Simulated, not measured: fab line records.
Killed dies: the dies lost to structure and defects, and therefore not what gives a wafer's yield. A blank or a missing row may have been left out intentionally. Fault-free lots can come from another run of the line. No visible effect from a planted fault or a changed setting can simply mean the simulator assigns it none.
fab line records | flow sky130
record: lots: 13 wafers: 39 last-day: 50
route steps=708 shown FIELD_ISO@1 VT_ADJUST_PCH@152 GATE_OXIDE@189 RES_PROTECT@214 PAD_OPEN@708
lots that met no fault: taken from a fault-free run of the same line
start-h: hours from the record's opening day to when the first of the lot's shown wafers began | wait-h: how many hours have passed since the lot's step before this one | " same as the row above | L1.1+2: a row that stands for several wafers | - no value, or no start was given | * or withheld: withheld | < > ~ a bound
route shown NAME@n: names a module that has steps shown in the file, with the first one's number in the route | usual: the fault-free wafers' mean and standard deviation | same: alike in all rows | chamber/n: place in a boat | sites: the reading at each site | _std_site: the standard deviation of these | _edge_site: the outer-site mean with the inner-site mean subtracted | radius-mm: for every site, how far away it sits from the centre of the wafer | mask NAME#n: copy n | behind: tool/chamber where the wafer was last shaped | hold: what put the lot on hold/how long, in hours/how the hold closed | device: names the non-switching transistor (n, p or np) | end of line: the tests these same wafers got at the end of their route | where a step has no rows: the recipe by itself | killed: dies that structure and defects cost at the first sort, which is not the same as the wafer's yield | map: the dies of a wafer, with x for killed, . for not killed, _ for no die there
set.NAME: the setting the step ran with; set.NAME@STEP: the setting that earlier step ran with | model.NAME: the simulator's own value behind a step, which no gauge read
steps of the route over a sample of lots; a table a step, a row a wafer
services: from which hour (start-h, from the record's first day; less than 0 if before it) a tool's chamber was out of use, for how many hours, and why
== steps ==
step: SKY_FIELD_ISO_BOW_MEAS_00
recipe: mode: bow
usual: INCOMING_BOW: -1/6.8
columns lot.wafer tool chamber start-h wait-h INCOMING_BOW[um]
L169.3 film-metro-01 - 10.04 - 3
L169.4 " - " " 11
L169.6 " - " " 18
L170.1 film-metro-01 - 15.00 - -12
L170.2 " - " " 3
L170.4 " - " " -5
L171.3 film-metro-01 - 20.04 - -9
L171.4 " - " " 2
L171.6 " - " " 6
L173.2 film-metro-02 - 30.02 - -3
L173.5 " - " " -8
L173.6 " - " " -7
L181.1 film-metro-01 - 70.00 - 0
L181.5 " - " " -7
L181.6 " - " " 3
L182.3 film-metro-02 - 75.04 - -2
L182.4 " - " " 3
L182.6 " - " " -14
L184.1 film-metro-04 - 85.00 - 6
L184.5 " - " " 0
L184.6 " - " " -6
L185.1 film-metro-04 - 90.00 - -7
L185.3 " - " " 5
L185.6 " - " " 2
L186.3 film-metro-01 - 95.04 - -14
L186.4 " - " " 12
L186.6 " - " " 14
L188.2 film-metro-02 - 105.02 - 0
L188.5 " - " " -2
L188.6 " - " " -5
L190.1 film-metro-02 - 115.00 - 4
L190.4 " - " " -4
L190.6 " - " " 12
L191.2 film-metro-01 - 120.02 - -13
L191.5 " - " " 6
L191.6 " - " " -6
L192.3 film-metro-02 - 125.04 - 10
L192.5 " - " " 1
L192.6 " - " " -2
step: SKY_VT_ADJUST_PCH_STRIP_09
recipe: chemistry: O2/N2 power-w: 1400 pressure-mtorr: 1500 platen-temp-c: withheld o2-flow-sccm: 3000 n2-flow-sccm: 300 overash-fraction: 0.5
usual: drypump-motor-current-A: 5.7/0.4 oes-product-au: 0.722/0.0045 strip-time-to-endpoint-s: 36.88/0.1
columns lot.wafer tool chamber start-h wait-h drypump-motor-current-A oes-product-au rf-hours-counter-h strip-time-to-endpoint-s
L169.3 plasma-asher-04 0 227.25 0.1 5.7 0.724 - 36.92
L169.4 " 1 " " 5.7 0.729 - 36.99
L169.6 " 1 " " 5.7 0.719 - 36.91
L170.1 plasma-asher-02 1 235.32 0.1 6.1 0.727 12 36.73
L170.2 " 0 " " 5.3 0.720 12 36.63
L170.4 " 1 " " 6.0 0.733 - 36.85
L171.3 plasma-asher-02 1 245.21 0.1 6.1 0.734 - 36.82
L171.4 " 0 " " 5.3 0.722 - 36.89
L171.6 " 1 " " 6.1 0.725 - 36.81
L173.2 plasma-asher-02 0 251.56 0.1 5.3 0.723 13 37.11
L173.5 " 0 " " 5.3 0.723 - 37.27
L173.6 " 1 " " 6.1 0.721 - 37.19
L181.1 plasma-asher-03 0 310.17 0.1 6.2 0.721 50 37.09
L181.5 " 1 " " 5.2 0.721 - 37.05
L181.6 " 0 " " 6.2 0.723 - 37.04
L182.3 plasma-asher-04 0 315.84 0.1 5.7 0.723 - 36.78
L182.4 " 1 " " 5.7 0.721 - 36.85
L182.6 " 1 " " 5.7 0.718 - 36.96
L184.1 plasma-asher-02 0 333.52 0.1 5.3 0.728 21 36.95
L184.5 " 1 " " 6.1 0.728 - 36.98
L184.6 " 0 " " 5.3 0.717 - 36.94
L185.1 plasma-asher-03 1 339.02 0.1 5.2 0.721 53 36.99
L185.3 " 0 " " 6.2 0.717 - 36.82
L185.6 " 1 " " 5.2 0.719 - 36.90
L186.3 plasma-asher-03 1 347.05 0.1 5.2 0.717 - 36.97
L186.4 " 0 " " 6.3 0.724 - 36.87
L186.6 " 1 " " 5.2 0.716 - 36.91
L188.2 plasma-asher-02 1 363.41 0.1 6.0 0.715 24 36.64
L188.5 " 1 " " 6.1 0.725 - 36.71
L188.6 " 0 " " 5.3 0.721 - 36.66
L190.1 plasma-asher-04 0 407.41 0.1 5.7 0.724 72 36.92
L190.4 " 1 " " 5.7 0.728 - 36.91
L190.6 " 1 " " 5.8 0.719 - 36.87
L191.2 plasma-asher-04 0 409.36 0.1 5.7 0.715 72 36.81
L191.5 " 0 " " 5.7 0.718 - 36.94
L191.6 " 1 " " 5.7 0.716 - 36.87
L192.3 plasma-asher-03 0 410.36 0.1 6.2 0.727 - 36.88
L192.5 " 0 " " 6.2 0.730 - 36.88
L192.6 " 1 " " 5.1 0.718 - 36.84
step: SKY_GATE_OXIDE_THK_MEAS_02
recipe: reads: SiO2_of_GATE_OXIDE_OXIDATION_01
usual: GATE_OXIDE_OXIDATION_00_THK: 10.28/0.17
columns lot.wafer tool chamber start-h wait-h GATE_OXIDE_OXIDATION_00_THK[nm]
L169.3 film-metro-02 - 287.83 0.0 10.11
L169.4 " - " " 10.30
L169.6 " - " " 10.21
L170.1 film-metro-03 - 304.78 0.0 10.36
L170.2 " - " " 10.28
L170.4 " - " " 10.53
L171.3 film-metro-04 - 304.80 0.0 10.34
L171.4 " - " " 10.41
L171.6 " - " " 10.18
L173.2 film-metro-03 - 308.77 0.0 10.14
L173.5 " - " " 10.40
L173.6 " - " " 10.13
L181.1 film-metro-04 - 367.16 0.0 10.24
L181.5 " - " " 10.14
L181.6 " - " " 10.32
L182.3 film-metro-04 - 376.82 0.0 10.59
L182.4 " - " " 10.28
L182.6 " - " " 10.28
L184.1 film-metro-04 - 401.22 0.0 10.02
L184.5 " - " " 10.29
L184.6 " - " " 10.11
L185.1 film-metro-03 - 405.31 0.0 10.06
L185.3 " - " " 9.98
L185.6 " - " " 9.98
L186.3 film-metro-03 - 415.88 0.0 10.16
L186.4 " - " " 10.27
L186.6 " - " " 10.15
L188.2 film-metro-04 - 431.49 0.0 10.21
L188.5 " - " " 10.06
L188.6 " - " " 9.99
L190.1 film-metro-02 - 474.84 0.0 10.07
L190.4 " - " " 10.02
L190.6 " - " " 10.12
L191.2 film-metro-03 - 475.50 0.0 10.46
L191.5 " - " " 10.58
L191.6 " - " " 10.75
L192.3 film-metro-02 - 478.44 0.0 10.51
L192.5 " - " " 10.50
L192.6 " - " " 10.58
step: SKY_RES_PROTECT_STRIP_07
recipe: chemistry: O2/N2 power-w: 1400 pressure-mtorr: 1500 platen-temp-c: withheld o2-flow-sccm: 3000 n2-flow-sccm: 300 overash-fraction: 0.5
usual: drypump-motor-current-A: 5.74/0.25 oes-product-au: 0.517/0.0043 strip-time-to-endpoint-s: 23.28/0.046
columns lot.wafer tool chamber start-h wait-h drypump-motor-current-A oes-product-au rf-hours-counter-h strip-time-to-endpoint-s
L169.3 plasma-asher-04 1 348.97 0.1 5.74 0.514 - 23.29
L169.4 " 0 " " 5.72 0.516 - 23.33
L169.6 " 0 " " 5.72 0.521 - 23.32
L171.3 plasma-asher-04 1 360.22 0.1 5.75 0.519 - 23.23
L171.4 " 0 " " 5.69 0.517 - 23.27
L171.6 " 1 " " 5.70 0.512 - 23.21
L170.1 plasma-asher-02 1 360.49 0.1 6.12 0.528 24 23.37
L170.2 " 0 " " 5.25 0.517 24 23.34
L170.4 " 1 " " 6.09 0.513 - 23.33
L173.2 plasma-asher-04 1 363.48 0.1 5.72 0.620 68 -
L173.5 " 0 " " 5.72 0.625 - -
L173.6 " 1 " " 5.74 0.621 - -
L181.1 plasma-asher-04 1 431.64 0.1 5.71 0.516 0 23.32
L181.5 " 1 " " 5.70 0.516 - 23.38
L181.6 " 0 " " 5.71 0.521 - 23.39
L182.3 plasma-asher-02 0 441.41 0.1 5.26 0.521 - 23.29
L182.4 " 1 " " 6.07 0.507 - 23.26
L182.6 " 0 " " 5.25 0.520 - 23.28
L184.1 plasma-asher-02 1 466.19 0.1 6.10 0.511 34 23.29
L184.5 " 1 " " 6.07 0.523 - 23.30
L184.6 " 0 " " 5.28 0.521 - 23.30
L185.1 plasma-asher-02 0 471.02 0.1 5.28 0.523 34 23.28
L185.3 " 0 " " 5.29 0.518 - 23.25
L185.6 " 0 " " 5.27 0.508 - 23.25
L186.3 plasma-asher-04 0 480.57 0.1 5.71 0.514 - 23.25
L186.4 " 1 " " 5.65 0.522 - 23.27
L186.6 " 0 " " 5.72 0.514 - 23.25
L188.2 plasma-asher-01 1 495.28 0.1 5.91 0.514 78 23.23
L188.5 " 1 " " 5.91 0.513 - 23.23
L188.6 " 0 " " 5.71 0.509 - 23.19
L190.1 plasma-asher-04 1 537.78 0.1 5.70 0.517 10 23.26
L190.4 " 0 " " 5.70 0.510 - 23.27
L190.6 " 0 " " 5.67 0.519 - 23.25
L191.2 plasma-asher-01 0 539.34 0.1 5.74 0.512 82 23.25
L191.5 " 1 " " 5.91 0.517 - 23.30
L191.6 " 0 " " 5.73 0.517 - 23.22
L192.3 plasma-asher-02 1 541.97 0.1 6.08 0.515 - 23.29
L192.5 " 1 " " 6.07 0.527 - 23.28
L192.6 " 0 " " 5.23 0.518 - 23.28
step: SKY_PAD_OPEN_PROBE_99
usual: killed_at_M0_to_M3: 44/7.2 killed_at_M4_up: 3.1/1.7 killed-at-contacts: 25/5.1 killed-at-front-end: 14/4.6 killed-at-other: 0.3/0.59 killed-dies: 86/9.6 killed-open: 47/7.4 killed-short: 39/6
same: gross-dies: 492 killed-at-back-side: 0
columns lot.wafer tool chamber start-h wait-h killed_at_M0_to_M3 killed_at_M4_up killed-at-contacts killed-at-front-end killed-at-other killed-dies killed-open killed-short
L169.3 prober-01 - 1076.80 0.2 49 3 28 21 0 101 53 48
L169.4 prober-01 - 1076.85 0.2 46 2 32 23 0 103 53 50
L169.6 prober-01 - 1076.95 0.2 38 1 23 16 0 78 44 34
L171.3 prober-02 - 1086.97 0.2 45 3 25 20 1 94 50 44
L171.4 prober-02 - 1087.02 0.2 45 3 30 11 0 89 51 38
L171.6 prober-02 - 1087.12 0.2 37 5 26 12 0 80 54 26
L170.1 prober-02 - 1088.37 0.1 42 2 20 23 0 87 44 43
L170.2 prober-02 - 1088.42 0.1 52 1 23 8 0 84 45 39
L170.4 prober-02 - 1088.52 0.2 33 1 15 10 1 60 23 37
L173.2 prober-01 - 1089.65 0.1 33 5 20 11 1 70 40 30
L173.5 prober-01 - 1089.80 0.2 32 3 28 5 2 70 38 32
L173.6 prober-01 - 1089.85 0.2 41 5 21 9 0 76 42 34
L181.1 prober-02 - 1140.13 0.1 45 2 24 12 0 83 35 48
L181.5 prober-02 - 1140.33 0.2 46 3 27 8 0 84 43 41
L181.6 prober-02 - 1140.38 0.2 33 1 24 18 0 76 44 32
L182.3 prober-01 - 1140.27 0.2 37 3 15 19 0 74 33 41
L182.4 prober-01 - 1140.32 0.2 44 1 31 10 0 86 45 41
L182.6 prober-01 - 1140.42 0.2 50 3 23 16 1 93 54 39
L184.1 prober-01 - 1157.48 0.1 44 0 25 17 0 86 56 30
L184.5 prober-01 - 1157.68 0.2 39 2 25 18 0 84 51 33
L184.6 prober-01 - 1157.73 0.2 52 1 20 11 0 84 45 39
L185.1 prober-02 - 1158.98 0.1 38 4 22 14 0 78 39 39
L185.3 prober-02 - 1159.08 0.2 53 4 29 12 1 99 47 52
L185.6 prober-02 - 1159.23 0.2 42 3 20 14 0 79 48 31
L186.3 prober-01 - 1165.56 0.2 51 3 26 9 0 89 43 46
L186.4 prober-01 - 1165.61 0.2 49 2 18 13 0 82 44 38
L186.6 prober-01 - 1165.71 0.2 35 5 18 12 1 71 40 31
L188.2 prober-01 - 1171.74 0.1 39 1 18 12 0 70 41 29
L188.5 prober-01 - 1171.89 0.2 42 2 24 9 0 77 43 34
L188.6 prober-01 - 1171.94 0.2 47 6 25 11 0 89 46 43
L190.1 prober-01 - 1194.15 0.1 47 4 30 17 1 99 49 50
L190.4 prober-01 - 1194.30 0.2 37 4 26 21 0 88 37 51
L190.6 prober-01 - 1194.40 0.2 56 2 18 20 0 96 59 37
L192.3 prober-02 - 1195.55 0.2 48 0 23 21 1 93 49 44
L192.5 prober-02 - 1195.65 0.2 40 3 32 13 0 88 52 36
L192.6 prober-02 - 1195.70 0.2 39 0 25 6 0 70 38 32
L191.2 prober-01 - 1196.01 0.1 38 3 21 12 0 74 42 32
L191.5 prober-01 - 1196.16 0.2 44 2 24 7 0 77 45 32
L191.6 prober-01 - 1196.21 0.2 38 5 22 14 0 79 44 35
killed by level:class
L169.3 VIA1:geometric-particle:open=13 VIA2:geometric-particle:open=12 LOCAL_INTERCONNECT:geometric-particle:short=9 FIELD_ISO:geometric-particle:open=8 LI_CONTACT:geometric-particle:open=6 VIA1:geometric-particle:short=6 FIELD_ISO:geometric-particle:short=5 CONTACT:geometric-particle:open=5
L169.4 VIA1:geometric-particle:open=11 LOCAL_INTERCONNECT:geometric-particle:short=8 CONTACT:geometric-particle:open=8 POLY_GATE:geometric-particle:open=7 LI_CONTACT:geometric-particle:short=6 LI_CONTACT:geometric-particle:open=6 METAL1:geometric-particle:short=6 METAL2:geometric-particle:short=6
L169.6 VIA3:geometric-particle:open=10 VIA1:geometric-particle:open=8 METAL1:geometric-particle:short=7 LI_CONTACT:geometric-particle:open=6 LOCAL_INTERCONNECT:geometric-particle:short=6 CONTACT:geometric-particle:open=6 CONTACT:geometric-particle:short=5 FIELD_ISO:geometric-particle:open=4
L171.3 VIA1:geometric-particle:open=12 FIELD_ISO:geometric-particle:short=9 CONTACT:geometric-particle:open=9 VIA3:geometric-particle:open=8 LI_CONTACT:geometric-particle:open=7 VIA2:geometric-particle:open=7 VIA3:geometric-particle:short=6 POLY_GATE:geometric-particle:short=4
L171.4 CONTACT:geometric-particle:open=13 VIA1:geometric-particle:open=10 VIA2:geometric-particle:open=10 CONTACT:geometric-particle:short=6 LI_CONTACT:geometric-particle:open=6 METAL1:geometric-particle:short=5 VIA1:geometric-particle:short=5 METAL2:geometric-particle:short=4
L171.6 VIA1:geometric-particle:open=13 CONTACT:geometric-particle:open=12 VIA2:geometric-particle:open=7 FIELD_ISO:geometric-particle:open=6 LI_CONTACT:geometric-particle:open=6 CONTACT:geometric-particle:short=4 METAL4:geometric-particle:short=4 VIA3:geometric-particle:open=4
L170.1 VIA1:geometric-particle:open=9 LI_CONTACT:geometric-particle:short=8 FIELD_ISO:geometric-particle:short=7 VIA2:geometric-particle:open=7 METAL1:geometric-particle:short=6 FIELD_ISO:geometric-particle:open=5 LI_CONTACT:geometric-particle:open=5 VIA3:geometric-particle:open=5
L170.2 VIA1:geometric-particle:open=14 CONTACT:geometric-particle:open=13 VIA3:geometric-particle:open=6 METAL1:geometric-particle:short=5 VIA2:geometric-particle:open=5 METAL3:geometric-particle:short=5 FIELD_ISO:geometric-particle:short=4 VIA1:geometric-particle:short=4
L170.4 METAL2:geometric-particle:short=9 CONTACT:geometric-particle:open=6 METAL1:geometric-particle:short=6 VIA3:geometric-particle:open=6 POLY_GATE:geometric-particle:short=4 FIELD_ISO:geometric-particle:short=3 VIA1:geometric-particle:short=3 CONTACT:geometric-particle:short=3
L173.2 CONTACT:geometric-particle:open=9 VIA2:geometric-particle:open=8 FIELD_ISO:geometric-particle:open=5 VIA1:geometric-particle:short=5 VIA3:geometric-particle:open=5 METAL4:geometric-particle:short=5 FIELD_ISO:geometric-particle:short=4 LOCAL_INTERCONNECT:geometric-particle:short=4
L173.5 CONTACT:geometric-particle:open=14 VIA1:geometric-particle:open=10 VIA2:geometric-particle:open=6 CONTACT:geometric-particle:short=5 FIELD_ISO:geometric-particle:short=3 LI_CONTACT:geometric-particle:short=3 METAL2:geometric-particle:short=3 VIA2:geometric-particle:short=3
L173.6 VIA3:geometric-particle:open=9 METAL2:geometric-particle:short=8 VIA2:geometric-particle:open=7 LI_CONTACT:geometric-particle:open=5 CONTACT:geometric-particle:open=5 CONTACT:geometric-particle:short=4 VIA1:geometric-particle:open=4 METAL4:geometric-particle:short=4
L181.1 METAL2:geometric-particle:short=9 CONTACT:geometric-particle:open=9 VIA1:geometric-particle:open=7 VIA2:geometric-particle:open=6 METAL1:geometric-particle:short=5 VIA3:geometric-particle:short=5 FIELD_ISO:geometric-particle:open=4 LI_CONTACT:geometric-particle:open=4
L182.3 VIA1:geometric-particle:open=9 LI_CONTACT:geometric-particle:open=8 FIELD_ISO:geometric-particle:short=7 METAL2:geometric-particle:short=6 METAL1:geometric-particle:short=5 VIA1:geometric-particle:short=5 FIELD_ISO:geometric-particle:open=3 POLY_GATE:geometric-particle:short=3
L182.4 CONTACT:geometric-particle:open=13 VIA1:geometric-particle:open=9 CONTACT:geometric-particle:short=7 METAL1:geometric-particle:short=7 LI_CONTACT:geometric-particle:open=6 VIA2:geometric-particle:open=5 VIA3:geometric-particle:open=5 VIA3:geometric-particle:short=5
L181.5 CONTACT:geometric-particle:open=12 METAL2:geometric-particle:short=9 VIA3:geometric-particle:open=6 METAL1:geometric-particle:short=6 VIA1:geometric-particle:open=6 VIA2:geometric-particle:open=6 CONTACT:geometric-particle:short=5 LOCAL_INTERCONNECT:geometric-particle:short=4
L181.6 VIA1:geometric-particle:open=14 POLY_GATE:geometric-particle:short=8 LI_CONTACT:geometric-particle:open=8 CONTACT:geometric-particle:open=6 METAL1:geometric-particle:short=5 VIA2:geometric-particle:open=5 LOCAL_INTERCONNECT:geometric-particle:short=4 CONTACT:geometric-particle:short=4
L182.6 CONTACT:geometric-particle:open=10 VIA3:geometric-particle:open=10 VIA1:geometric-particle:open=9 VIA2:geometric-particle:open=8 VIA2:geometric-particle:short=6 FIELD_ISO:geometric-particle:short=5 METAL1:geometric-particle:short=5 LI_CONTACT:geometric-particle:short=4
L184.1 LI_CONTACT:geometric-particle:open=10 CONTACT:geometric-particle:open=9 VIA1:geometric-particle:open=9 VIA2:geometric-particle:open=9 METAL1:geometric-particle:short=6 FIELD_ISO:geometric-particle:open=4 VIA1:geometric-particle:short=4 POLY_GATE:geometric-particle:short=3
L184.5 VIA1:geometric-particle:open=11 LI_CONTACT:geometric-particle:open=9 CONTACT:geometric-particle:open=9 VIA1:geometric-particle:short=6 VIA3:geometric-particle:open=6 FIELD_ISO:geometric-particle:short=4 POLY_GATE:geometric-particle:short=4 POLY_GATE:geometric-particle:open=4
L184.6 VIA1:geometric-particle:open=14 VIA2:geometric-particle:open=9 VIA1:geometric-particle:short=9 LOCAL_INTERCONNECT:geometric-particle:short=6 METAL1:geometric-particle:short=6 LI_CONTACT:geometric-particle:open=5 FIELD_ISO:geometric-particle:open=4 VIA3:geometric-particle:open=4
L185.1 VIA3:geometric-particle:open=10 VIA1:geometric-particle:open=7 LI_CONTACT:geometric-particle:open=6 CONTACT:geometric-particle:open=5 METAL1:geometric-particle:short=5 VIA1:geometric-particle:short=5 POLY_GATE:geometric-particle:short=4 METAL4:geometric-particle:short=4
L185.3 CONTACT:geometric-particle:open=13 METAL1:geometric-particle:short=12 LOCAL_INTERCONNECT:geometric-particle:short=7 VIA1:geometric-particle:open=7 METAL2:geometric-particle:short=7 VIA2:geometric-particle:short=6 LI_CONTACT:geometric-particle:open=5 METAL3:geometric-particle:short=5
L185.6 VIA1:geometric-particle:open=10 VIA2:geometric-particle:open=9 CONTACT:geometric-particle:open=8 VIA3:geometric-particle:open=7 METAL3:geometric-particle:short=5 LI_CONTACT:geometric-particle:open=5 FIELD_ISO:geometric-particle:open=4 POLY_GATE:geometric-particle:open=3
L186.3 VIA1:geometric-particle:open=12 CONTACT:geometric-particle:open=9 LI_CONTACT:geometric-particle:open=7 METAL2:geometric-particle:short=7 METAL3:geometric-particle:short=7 VIA2:geometric-particle:open=5 VIA2:geometric-particle:short=5 CONTACT:geometric-particle:short=4
L186.4 VIA1:geometric-particle:open=13 CONTACT:geometric-particle:open=8 METAL1:geometric-particle:short=8 METAL2:geometric-particle:short=6 VIA3:geometric-particle:open=6 VIA2:geometric-particle:open=5 FIELD_ISO:geometric-particle:open=4 LI_CONTACT:geometric-particle:short=4
L186.6 VIA1:geometric-particle:open=8 CONTACT:geometric-particle:open=7 VIA2:geometric-particle:open=6 CONTACT:geometric-particle:short=5 FIELD_ISO:geometric-particle:open=4 LI_CONTACT:geometric-particle:open=4 VIA1:geometric-particle:short=4 METAL1:geometric-particle:short=4
L188.2 VIA1:geometric-particle:open=12 CONTACT:geometric-particle:open=8 VIA3:geometric-particle:open=6 FIELD_ISO:geometric-particle:short=4 LI_CONTACT:geometric-particle:open=4 METAL1:geometric-particle:short=4 VIA3:geometric-particle:short=4 POLY_CUT:geometric-particle:open=3
L188.5 VIA1:geometric-particle:open=14 CONTACT:geometric-particle:open=11 VIA1:geometric-particle:short=6 CONTACT:geometric-particle:short=5 METAL1:geometric-particle:short=5 POLY_GATE:geometric-particle:short=4 LI_CONTACT:geometric-particle:short=4 LI_CONTACT:geometric-particle:open=4
L188.6 VIA1:geometric-particle:open=13 VIA3:geometric-particle:open=12 CONTACT:geometric-particle:open=8 METAL2:geometric-particle:short=7 LOCAL_INTERCONNECT:geometric-particle:short=6 METAL4:geometric-particle:short=6 LI_CONTACT:geometric-particle:short=5 METAL1:geometric-particle:short=5
L190.1 VIA1:geometric-particle:open=15 VIA3:geometric-particle:open=8 LOCAL_INTERCONNECT:geometric-particle:short=8 CONTACT:geometric-particle:short=7 POLY_GATE:geometric-particle:open=6 METAL2:geometric-particle:short=6 LI_CONTACT:geometric-particle:short=5 LI_CONTACT:geometric-particle:open=5
L190.4 CONTACT:geometric-particle:open=12 FIELD_ISO:geometric-particle:short=6 CONTACT:geometric-particle:short=6 METAL2:geometric-particle:short=6 METAL1:geometric-particle:short=6 VIA3:geometric-particle:open=6 FIELD_ISO:geometric-particle:open=5 POLY_GATE:geometric-particle:short=5
L190.6 VIA3:geometric-particle:open=11 VIA1:geometric-particle:open=10 CONTACT:geometric-particle:open=8 METAL1:geometric-particle:short=8 VIA2:geometric-particle:open=8 FIELD_ISO:geometric-particle:open=5 LI_CONTACT:geometric-particle:open=5 VIA3:geometric-particle:short=5
L192.3 VIA1:geometric-particle:open=8 LI_CONTACT:geometric-particle:open=8 METAL1:geometric-particle:short=8 FIELD_ISO:geometric-particle:short=6 CONTACT:geometric-particle:open=6 VIA3:geometric-particle:open=6 VIA2:geometric-particle:open=6 LOCAL_INTERCONNECT:geometric-particle:short=5
L192.5 LI_CONTACT:geometric-particle:open=12 VIA1:geometric-particle:open=10 VIA2:geometric-particle:open=10 CONTACT:geometric-particle:open=9 POLY_GATE:geometric-particle:short=7 METAL1:geometric-particle:short=6 CONTACT:geometric-particle:short=5 LOCAL_INTERCONNECT:geometric-particle:short=4
L192.6 CONTACT:geometric-particle:open=10 METAL1:geometric-particle:short=9 VIA1:geometric-particle:open=7 VIA2:geometric-particle:open=6 METAL2:geometric-particle:short=5 LI_CONTACT:geometric-particle:open=4 LOCAL_INTERCONNECT:geometric-particle:short=4 LI_CONTACT:geometric-particle:short=3
L191.2 VIA2:geometric-particle:open=9 VIA1:geometric-particle:open=7 LI_CONTACT:geometric-particle:open=6 CONTACT:geometric-particle:open=6 METAL1:geometric-particle:short=5 VIA3:geometric-particle:open=5 LI_CONTACT:geometric-particle:short=4 CONTACT:geometric-particle:short=4
L191.5 VIA1:geometric-particle:open=11 LI_CONTACT:geometric-particle:open=9 CONTACT:geometric-particle:open=8 VIA2:geometric-particle:open=8 METAL1:geometric-particle:short=5 VIA1:geometric-particle:short=5 LI_CONTACT:geometric-particle:short=4 VIA3:geometric-particle:open=4
L191.6 VIA1:geometric-particle:open=12 CONTACT:geometric-particle:open=9 VIA2:geometric-particle:open=8 POLY_GATE:geometric-particle:short=6 VIA1:geometric-particle:short=5 POLY_GATE:geometric-particle:open=4 LI_CONTACT:geometric-particle:short=4 LI_CONTACT:geometric-particle:open=4
== services ==
columns tool chamber start-h hours kind
plasma-asher-01 - 255.15 1.7 repair
plasma-asher-02 - 279.06 2.4 repair
plasma-asher-03 - 334.27 2.8 pm
plasma-asher-01 - 343.33 2.8 pm
plasma-asher-02 - 405.88 2.8 pm
plasma-asher-04 - 421.25 9.0 pm
plasma-asher-04 0 421.25 9.0 vent-cycle
plasma-asher-04 1 421.25 9.0 vent-cycle
plasma-asher-04 0 430.25 - clean
plasma-asher-04 1 430.25 - clean
plasma-asher-03 - 438.32 1.3 repair
plasma-asher-04 - 540.27 14.6 pm
== key ==
first-sign: step: SKY_RES_PROTECT_STRIP_07 reading: oes-product-au direction: up sigmas: 25 usual: 0.517 struck: 0.622
effect none on later readings
met-at SKY_RES_PROTECT_STRIP_07
struck-lots L173
tester-left-out L173
not-acting-at SKY_FIELD_ISO_BOW_MEAS_00,SKY_VT_ADJUST_PCH_STRIP_09,SKY_GATE_OXIDE_THK_MEAS_02
onset-between 360.22 363.48
fault: kind: strip-aborted tool: plasma-asher-04 chamber: - onset-h: 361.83 steps: SKY_RES_PROTECT_STRIP_07 offset: 0.26948 end-h: 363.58
tester-left-out: of these lots the tester's yield and bins aren't shown, on N5 and GAA mostly nor the transistor test; their killed dies are dies lost to structure and defects alone, not to doping, threshold or leakage, so they don't give the yield
